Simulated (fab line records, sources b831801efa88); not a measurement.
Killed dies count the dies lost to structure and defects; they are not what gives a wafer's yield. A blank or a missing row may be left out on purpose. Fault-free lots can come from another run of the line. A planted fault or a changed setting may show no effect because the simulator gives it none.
A struck lot beside a sound one    flow sky130    14 out of 708 route steps
Sound: the wafers L357.2, L357.4, L357.6. The struck wafers were L359.4, L359.5, L359.6. The cause comes at the end.
For every step that has rows: the tool of each side, followed by ch and its chambers, followed by its first start. Under that, the readings that differ: sound wafers    struck wafers    difference of the means    sigmas: that difference in standard deviations of wafers without a fault.
alike: readings whose means differ by less than 2 such deviations, and words and numbers that are the same on both sides. not compared: withheld readings, readings that some wafer has no value for, bounds like >300 that may hide the same value, and numbers for which the record gives no deviation and whose values overlap.
A row with sigmas, a row that says differs or no value, or rows on one side alone: a step with any of these is where the two part. Non-overlapping numbers with no deviation appear without sigmas and do not part them. A reading that every wafer of one side lacks parts them only if that side has two wafers or more.

first, 1 step without rows for these wafers: SKY_VT_ADJUST_NCORE_DEVELOP_06 (develop time 60 s).
SKY_VT_ADJUST_NCORE_CD_MEAS_07 targets a cd of 380 nm.
  sound on cd-sem-01, day 10 20:18; struck on cd-sem-01, day 11 06:14
  alike: cd-nm
SKY_VT_ADJUST_NCORE_OVL_MEAS_08:
  sound on overlay-02, day 10 20:25; struck on overlay-01, day 11 06:19
  alike: VT_ADJUST_NCORE_OVL
following that, these wafers have no rows for 1 step: SKY_VT_ADJUST_NCORE_IMPLANT_09.
SKY_VT_ADJUST_NCORE_STRIP_10: strips in O2/N2.
  sound on plasma-asher-01 ch 0,1, day 10 20:35; struck on plasma-asher-01 ch 0,1, day 11 06:31
  alike: drypump-motor-current-A, oes-product-au, strip-time-to-endpoint-s
  not compared: rf-hours-counter-h
SKY_VT_ADJUST_NCORE_TW_MEAS_11:
  sound on film-metro-02, day 10 20:42; struck on film-metro-02, day 11 06:37
  alike: VT_ADJUST_NCORE_TW
then, 6 steps without rows for these wafers: SKY_VT_ADJUST_HVTR_DEHYDRATE_00 (time 60 s); SKY_VT_ADJUST_HVTR_HMDS_01 (prime time 60 s); SKY_VT_ADJUST_HVTR_COAT_02 (resist thk 1154 nm); SKY_VT_ADJUST_HVTR_SOFTBAKE_03 (time 60 s); SKY_VT_ADJUST_HVTR_EXPOSE_04 (exposes mask HVTRM, target cd 380 nm); SKY_VT_ADJUST_HVTR_PEB_05.
SKY_VT_ADJUST_HVTR_DEVELOP_06: develop time 60 s.
  sound on litho-track-04 ch 0, day 11 20:55; struck on litho-track-02, day 12 08:19
  no value came back on the struck wafers for chill-plate-temp-C (C), develop-time-s (s), resist-line-temp-C (C); on the sound wafers chill-plate-temp-C (C) reads 23.13 22.84 23.05
SKY_VT_ADJUST_HVTR_CD_MEAS_07 targets a cd of 380 nm.
  sound on cd-sem-02, day 11 21:03; struck on cd-sem-02, day 12 08:28
reading     sound              struck  difference                     sigmas
cd-nm (nm)  382.5 378.6 380.2  - - -   no value on the struck wafers  

## WHERE THEY PART
First at SKY_VT_ADJUST_HVTR_DEVELOP_06; last, within this record, at SKY_VT_ADJUST_HVTR_CD_MEAS_07.

WHY: what had been put in by the simulator
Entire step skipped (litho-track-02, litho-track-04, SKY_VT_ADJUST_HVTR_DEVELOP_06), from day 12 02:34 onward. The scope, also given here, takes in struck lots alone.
